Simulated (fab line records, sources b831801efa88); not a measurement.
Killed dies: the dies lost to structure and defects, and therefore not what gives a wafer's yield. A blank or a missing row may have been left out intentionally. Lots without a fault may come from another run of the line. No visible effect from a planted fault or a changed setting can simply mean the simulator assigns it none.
One fault seen from 2 desks / flow gf180mcu / what lay behind the numbers comes last; until then each desk has only its own

## THE METROLOGY DESK
Lot by lot, what the gauges showed, no matter which tool ran the lot: averages of those sampled wafers that carry a number. A lot is out of limits, marked OUT, if its mean lies more than 4 standard deviations from the usual mean; the brackets give that distance.
Columns: A = V3_BOW at GF_V3_BOW_MEAS_05, usual 120 um; B = M4_OVL at GF_M4_OVL_MEAS_15, usual 1 nm
lot=L418; first seen here=day 22 04:01; A=131; B=4
lot=L419; first seen here=day 22 19:02; A=121; B=-4
lot=L422; first seen here=day 23 13:52; A=115; B=2
lot=L423; first seen here=day 23 23:41; A=116; B=2
lot=L424; first seen here=day 24 06:35; A=124; B=3
lot=L425; first seen here=day 24 13:43; A=113; B=10
lot=L427; first seen here=day 25 05:35; A=128; B=1
lot=L428; first seen here=day 25 11:39; A=139; B=5
lot=L429; first seen here=day 25 17:22; A=120; B=3
lot=L430; first seen here=day 26 09:24; A=117; B=1
lot=L432; first seen here=day 26 22:20; A=109; B=-2
lot=L434; first seen here=day 27 10:50; A=115; B=2
lot=L439; first seen here=day 29 01:08; A=104; B=-5
Finding of this desk: none of the 13 lots has anything out of limits.

## FOR THE TOOL OWNER'S DESK: krfScanner-01
The tool's own readings at GF_M4_EXPOSE_11 (exposes mask Metal4, target cd 280 nm): means of the sampled wafers that have a number, for each lot that ran on this tool. A lot is out of limits, marked OUT, if its mean lies more than 4 standard deviations from the usual mean; the brackets give that distance.
Columns: A = exposureDoseMJCm2 at GF_M4_EXPOSE_11, usual 28.002; B = stageVelMmS at GF_M4_EXPOSE_11, usual 499.95 mm/s
lot=L419; first seen here=day 24 06:22; A=27.991; B=499.92
lot=L423; first seen here=day 25 10:13; A=28.555 (+21) OUT; B=499.99
lot=L424; first seen here=day 25 17:52; A=28.564 (+22) OUT; B=500.26
lot=L427; first seen here=day 26 15:06; A=28.331 (+13) OUT; B=499.85
lot=L428; first seen here=day 26 20:10; A=28.350 (+13) OUT; B=499.88
This desk finds L423, L424, L427, L428 out of limits, L423 being first, at day 25 10:13 (exposureDoseMJCm2 at GF_M4_EXPOSE_11). L419 stayed within limits.

## ALL TOGETHER
An alarm could have come from the tool owner's desk at day 25 10:13, on L423, L424, L427, L428.
Nothing out of limits was seen by the metrology desk.
The metrology desk has L423, L424, L427, L428 on record, within its limits.
The lots listed all ran GF_M4_EXPOSE_11 on krfScanner-01.

## WHAT THE SIMULATOR PUT IN
Drift in process parameters on krfScanner-01 at GF_M4_EXPOSE_11, starting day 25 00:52. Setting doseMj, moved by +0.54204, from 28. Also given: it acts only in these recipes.
Shown lots that were struck: L423, L424, L427, L428.
Each desk's first reading out of limits, in hours after the fault started: the tool owner's desk, 9.
